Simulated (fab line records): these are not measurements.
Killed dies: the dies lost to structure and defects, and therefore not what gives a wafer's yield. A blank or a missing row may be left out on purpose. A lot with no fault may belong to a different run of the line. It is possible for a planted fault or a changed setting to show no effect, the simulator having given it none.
A struck lot beside a sound one | flow sky130 | 32 steps out of a route of 708
Sound: wafers L260.3, L260.4, L260.6. Struck: wafers L273.3, L273.5, L273.6. The cause comes at the end.
Order at every step that has rows: each side's tool, ch and its chambers, its first start. Under that, the readings that differ: sound wafers | struck wafers | difference of the means | sigmas: that difference in standard deviations of wafers without a fault.
alike: same words and numbers on both sides, and readings whose means sit less than 2 such deviations apart. not compared: any withheld reading, any reading some wafer has no value for, any bound like >300 that may hide the same value, and any number with overlapping values for which the record gives no deviation.
The two part at a step that has a row with sigmas, a row that says differs or no value, or rows on one side only. When numbers do not overlap yet have no deviation, they are printed without sigmas and do not part them. A reading that every wafer of one side lacks parts them only if that side has two wafers or more.

first, 4 steps without rows for these wafers: SKY_VIA1_STRIP_17 (strips in post etch residue remover, time 1200 s); SKY_VIA1_CLEAN_18 (cleans in IPA, time 180 s); SKY_VIA1_CLEAN_19 (cleans in O3/DIW); SKY_VIA1_SPUTTER_20 (material TiN, target thk 20 nm, time 80 s).
SKY_VIA1_CVD_21: deposits W, target thk 270 nm, time 80.902 s.
  sound on cvdW-02 ch 0,1, day 37 07:33; struck on cvdW-01 ch 0,1, day 41 14:47
  alike: heaterPowerW
SKY_VIA1_RS_MEAS_22: the measuring method here is four-point-probe.
  sound: filmMetro-04 at day 37 07:39; struck: filmMetro-03 at day 41 14:53
  alike: VIA1_W_RS
SKY_VIA1_THK_MEAS_23: measures by xrf.
  sound: filmMetro-04 at day 37 07:45; struck: filmMetro-03 at day 41 14:59
reading         | sound       | struck      | difference | sigmas
VIA1_W_THK (nm) | 263 262 262 | 269 269 271 | +7         | +2
SKY_VIA1_CMP_24: polishes, stops on SiO2, t overpolish 15 s, target thk 0 nm.
  sound on cmp-02 ch 0,3, day 37 07:55; struck on cmp-01 ch 0,1, day 41 15:01
  alike: motorCurrentA, overpolishRunS, timeToEndpointS
then, 2 steps without rows for these wafers: SKY_METAL2_SPUTTER_00 (material Ti, target thk 15 nm, time 10 s); SKY_METAL2_SPUTTER_01 (material TiN, target thk 20 nm, time 16.7 s).
SKY_METAL2_SPUTTER_02: material AlCu, target thk 250 nm, time 13.3 s.
  sound: pvdSputter-02 at day 37 08:16; struck: pvdSputter-03 at day 41 15:22
  alike: chamberPressurePa, throttleValvePct
then, 1 step without rows for these wafers: SKY_METAL2_SPUTTER_03 (material Ti, target thk 5 nm, time 3.3 s).
SKY_METAL2_SPUTTER_04: material TiN, target thk 70 nm, time 58.3 s.
  sound: pvdSputter-02 at day 37 08:19; struck: pvdSputter-03 at day 41 15:25
reading                                   | sound                | struck               | difference | sigmas
chamberPressurePa (Pa)                    | 0.4013 0.4005 0.3997 | 0.3014 0.3013 0.3015 | -0.0991    | -99 or more
throttleValvePct (%)                      | 32.7 29.2 27.7       | 34.4 33.6 33.9       | +4.1       | +3
model.TiN_of_METAL2_SPUTTER_04.thkNm (nm) | 71.53 71.43 71.26    | 71.98 71.72 71.86    | +0.45      | 
SKY_METAL2_RS_MEAS_05: the measuring method here is four-point-probe.
  sound: filmMetro-01 at day 37 08:24; struck: filmMetro-01 at day 41 15:30
  alike: METAL2_ALCU_RS
SKY_METAL2_THK_MEAS_06: measures by xrf.
  sound: filmMetro-01 at day 37 08:30; struck: filmMetro-01 at day 41 15:36
  alike: METAL2_ALCU_THK
then, 8 steps without rows for these wafers: SKY_METAL2_DEHYDRATE_07 (time 60 s); SKY_METAL2_HMDS_08 (prime time 60 s); SKY_METAL2_COAT_09 (resist thk 60 nm); SKY_METAL2_COAT_10 (resist thk 450 nm); SKY_METAL2_SOFTBAKE_11 (time 90 s); SKY_METAL2_EXPOSE_12 (exposes mask MM2, target cd 140 nm); SKY_METAL2_PEB_13; SKY_METAL2_DEVELOP_14 (develop time 60 s).
SKY_METAL2_CD_MEAS_15: target cd 140 nm.
  sound: cdSem-02 at day 38 10:08; struck: cdSem-01 at day 42 15:02
  alike: cdNm
SKY_METAL2_OVL_MEAS_16:
  sound: overlay-01 at day 38 10:14; struck: overlay-01 at day 42 15:08
  alike: METAL2_OVL
SKY_METAL2_DESCUM_17: chemistry O2, time 8 s.
  sound on rieMetal-02 ch 0,1, day 38 10:16; struck on rieMetal-03 ch 0,1, day 42 15:10
  alike: drypumpMotorCurrentA, oesProductAu, tempC
  not compared: rfHoursCounterH
then, 2 steps without rows for these wafers: SKY_METAL2_ETCH_18 (etches BARC in N2/H2, stops on SiO2, time 45.9 s, target depth 60 nm); SKY_METAL2_METAL_ETCH_19 (etches the open film in Cl2/BCl3, stops on SiO2, target depth 360 nm, time 78 s).
SKY_METAL2_STRIP_20: strips in O2/N2.
  sound on plasmaAsher-02 ch 0,1, day 38 10:28; struck on plasmaAsher-01 ch 0,1, day 42 15:22
  alike: drypumpMotorCurrentA, oesProductAu, stripTimeToEndpointS
  not compared: rfHoursCounterH
SKY_METAL2_STRIP_21: strips in post etch residue remover, time 1200 s.
  sound on wetBench-01 ch 2, day 38 10:32; struck on wetBench-01 ch 0, day 42 15:26
reading                                   | sound          | struck           | difference | sigmas
model.TiN_of_METAL2_SPUTTER_04.thkNm (nm) | 71.11 71 70.84 | 71.55 71.3 71.43 | +0.44      | 
  alike: bathHeatDutyPct, tempC
then, 1 step without rows for these wafers: SKY_METAL2_CLEAN_22 (cleans in IPA, time 180 s).
-- the record jumps here: 9 days lie between the struck wafers' starts before and after (it left off in module METAL2 and takes up again in module PAD_OPEN, whose first step shown is number 708 of the route) --
SKY_PAD_OPEN_PROBE_99:
  sound: prober-01 at day 48 07:58; struck: prober-01 at day 51 05:34
  alike: defectLimitedYield, killed_at_M0_to_M3, killed_at_M4_up, killedAtContacts, killedAtFrontEnd, killedAtOther, killedDies, killedOpen, killedShort, sort_bin_3_pad_short, sort_bin_5_function, sort_bin_6_memory, sortNPass, sortYieldPct

## WHERE THEY PART
First at SKY_VIA1_THK_MEAS_23; last, within this record, at SKY_METAL2_SPUTTER_04. Later steps at which nothing parts them and some readings are alike: SKY_METAL2_RS_MEAS_05, SKY_METAL2_THK_MEAS_06, SKY_METAL2_CD_MEAS_15, SKY_METAL2_OVL_MEAS_16, SKY_METAL2_DESCUM_17, SKY_METAL2_STRIP_20, SKY_METAL2_STRIP_21, SKY_PAD_OPEN_PROBE_99.

WHY: the cause the simulator had injected
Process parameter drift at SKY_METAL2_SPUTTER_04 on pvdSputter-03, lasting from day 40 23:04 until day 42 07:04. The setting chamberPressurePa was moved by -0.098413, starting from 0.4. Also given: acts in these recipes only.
